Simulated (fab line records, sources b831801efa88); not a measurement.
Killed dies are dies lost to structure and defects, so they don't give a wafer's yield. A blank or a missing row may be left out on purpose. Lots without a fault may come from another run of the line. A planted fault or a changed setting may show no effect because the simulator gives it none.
Chamber matching | flow sky130 | SKY_FIELD_ISO_CMP_27 on cmp-01: 4 sister chambers
The step polishes, stops on Si3N4, t overpolish 16 s, target thk 457.8 nm. 20 wafers are shown with their chamber, then 10 later ones without.

WAFERS WITH THEIR CHAMBER
wafer  | chamber | motor_current_A (A) | overpolish_run_s (s) | time_to_endpoint_s (s)
L075.3 | 2       | 13.0                | 15.984               | 113
L075.4 | 0       | 12.4                | 16.004               | 113
L075.5 | 1       | 10.4                | 15.993               | 114
L078.1 | 2       | 13.6                | 15.989               | 118
L078.2 | 1       | 10.8                | 16.001               | 116
L078.3 | 3       | 11.8                | 16.000               | 115
L079.2 | 0       | 12.4                | 16.004               | 113
L079.5 | 1       | 10.7                | 15.997               | 115
L079.6 | 2       | 13.3                | 16.005               | 113
L082.2 | 1       | 11.3                | 16.008               | 107
L082.5 | 3       | 11.2                | 16.011               | 104
L082.6 | 2       | 13.6                | 15.979               | 105
L083.1 | 1       | 11.3                | 16.019               | 118
L083.3 | 2       | 13.7                | 15.984               | 112
L083.6 | 2       | 13.4                | 15.996               | 114
L085.4 | 0       | 12.9                | 16.011               | 104
L085.5 | 2       | 13.4                | 16.005               | 107
L085.6 | 1       | 10.3                | 16.002               | 109
L086.1 | 0       | 13.1                | 15.996               | 107
L086.2 | 1       | 10.5                | 15.996               | 110

SIGNATURES (means of the wafers above)
reading            | chamber 0 | chamber 1 | chamber 2 | chamber 3 | scatter within a chamber
motor_current_A    | 12.700    | 10.757    | 13.429    | 11.500    | 0.344
overpolish_run_s   | 16.00375  | 16.00229  | 15.99171  | 16.00550  | 0.00901
time_to_endpoint_s | 109.25    | 112.71    | 111.71    | 109.50    | 4.58
Rule: a wafer's distance from a chamber is the root of the sum, over the readings, of the square of ((its reading less the chamber's mean) divided by the reading's scatter). The wafer belongs to the nearest chamber; if the next one is less than 2 further off, it can't be placed. The scatter: the root of (the sum of the squares of (reading less its chamber's mean) over the shown wafers, divided by (wafers less chambers)).

WAFERS WITHOUT THEIR CHAMBER
wafer  | motor_current_A (A) | overpolish_run_s (s) | time_to_endpoint_s (s)
L086.6 | 11.3                | 16.003               | 109
L089.2 | 10.6                | 16.008               | 115
L089.5 | 13.6                | 15.999               | 112
L089.6 | 10.6                | 15.996               | 113
L091.1 | 12.7                | 15.990               | 106
L091.3 | 10.8                | 15.992               | 111
L091.5 | 12.7                | 15.998               | 105
L095.3 | 12.7                | 15.994               | 105
L095.4 | 11.5                | 15.994               | 107
L095.5 | 10.5                | 15.994               | 108

WHICH CHAMBER EACH WENT THROUGH
wafer  | from the rows above     | in truth
L086.6 | can't be placed: 3 or 1 | 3
L089.2 | can't be placed: 1 or 3 | 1
L089.5 | can't be placed: 2 or 0 | 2
L089.6 | 1                       | 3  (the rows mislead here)
L091.1 | can't be placed: 0 or 2 | 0
L091.3 | can't be placed: 1 or 3 | 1
L091.5 | can't be placed: 0 or 2 | 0
L095.3 | can't be placed: 0 or 2 | 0
L095.4 | can't be placed: 3 or 1 | 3
L095.5 | can't be placed: 1 or 3 | 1
Placed correctly: 0 of 10. Can't be placed from these rows: 9 (the true chamber is among the candidates in 9). Placed wrongly: 1.
